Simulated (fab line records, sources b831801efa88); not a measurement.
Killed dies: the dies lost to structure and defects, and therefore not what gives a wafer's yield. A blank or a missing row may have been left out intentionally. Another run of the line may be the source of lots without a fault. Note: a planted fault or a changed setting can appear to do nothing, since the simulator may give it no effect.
One fault through the eyes of 2 desks | flow gf180mcu | what lay behind the numbers comes last; until then each desk has only its own

## FOR THE TOOL OWNER'S DESK: hdpcvd-02
The tool's own readings at GF_V3_CVD_00 (deposits SiO2, target thk 600 nm, time 100 s): means of the sampled wafers that have a number, for each lot that ran on this tool. Any lot whose mean is over 4 standard deviations away from the usual mean is out of limits and marked OUT; that distance is given in the brackets.
Columns: A = pressure-mtorr at GF_V3_CVD_00, usual 5.998 mTorr; B = sih4-flow-sccm at GF_V3_CVD_00, usual 60.01 sccm
lot  | first seen here | A     | B
L863 | day 21 08:44    | 5.996 | 60.05
L869 | day 23 16:08    | 6.000 | 60.05
L874 | day 25 19:23    | 6.002 | 60.05
L876 | day 26 08:10    | 6.002 | 69.91 (+58) OUT
L877 | day 26 14:19    | 5.995 | 69.96 (+59) OUT
This desk's verdict: out of limits on L876, L877, starting with L876 at day 26 08:10 (sih4-flow-sccm at GF_V3_CVD_00). L863, L869, L874: within limits.

## THE METROLOGY DESK
Means of the sampled wafers that have a number, per lot and without regard to the tool the lot ran on: this is what the gauges read. Any lot whose mean is over 4 standard deviations away from the usual mean is out of limits and marked OUT; that distance is given in the brackets.
Columns: A = M2_ALCU_RS at GF_M2_RS_MEAS_05, usual 0.0697 ohm/sq; B = cd-nm at GF_M2_CD_MEAS_14, usual 279.8 nm; C = V3_CVD_00_THK at GF_V3_THK_MEAS_01, usual 600 nm
lot  | first seen here | A      | B     | C
L863 | day 17 23:50    | 0.0687 | 278.1 | 603
L864 | day 18 11:46    | 0.0697 | 279.9 | 596
L866 | day 19 02:21    | 0.0690 | 280.1 | 589
L867 | day 19 18:29    | 0.0690 | 280.4 | 593
L869 | day 20 13:32    | 0.0702 | 278.6 | 597
L874 | day 22 21:09    | 0.0689 | 281.0 | 595
L876 | day 23 11:53    | 0.0697 | 280.0 | 704 (+16) OUT
L877 | day 23 19:37    | 0.0698 | 280.6 | 706 (+16) OUT
L880 | day 24 16:58    | 0.0694 | 281.5 | 607
L882 | day 25 10:04    | 0.0688 | 281.1 | 602
L884 | day 25 17:17    | 0.0696 | 280.0 | 599
L885 | day 25 19:50    | 0.0703 | 279.0 | 604
Per this desk, out of limits: L876, L877; the first was L876, day 26 08:16 (V3_CVD_00_THK at GF_V3_THK_MEAS_01). L863, L864, L866, L867, L869, L874, L880, L882, L884, L885: within limits.

## ALL TOGETHER
On L876, L877, at day 26 08:10, an alarm was possible from the tool owner's desk.
The metrology desk could have raised an alarm at day 26 08:16, on L876, L877.
Of the lots named, all ran GF_V3_CVD_00 on hdpcvd-02.

## WHAT THE SIMULATOR HAD INSERTED
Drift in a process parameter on hdpcvd-02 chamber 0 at GF_V3_CVD_00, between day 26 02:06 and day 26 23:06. From 60, the setting sih4-flow-sccm moved by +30. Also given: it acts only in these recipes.
Struck lots among those shown: L876, L877.
Fault start to first reading out of limits, in hours, per desk: tool owner, 6; metrology, 6.
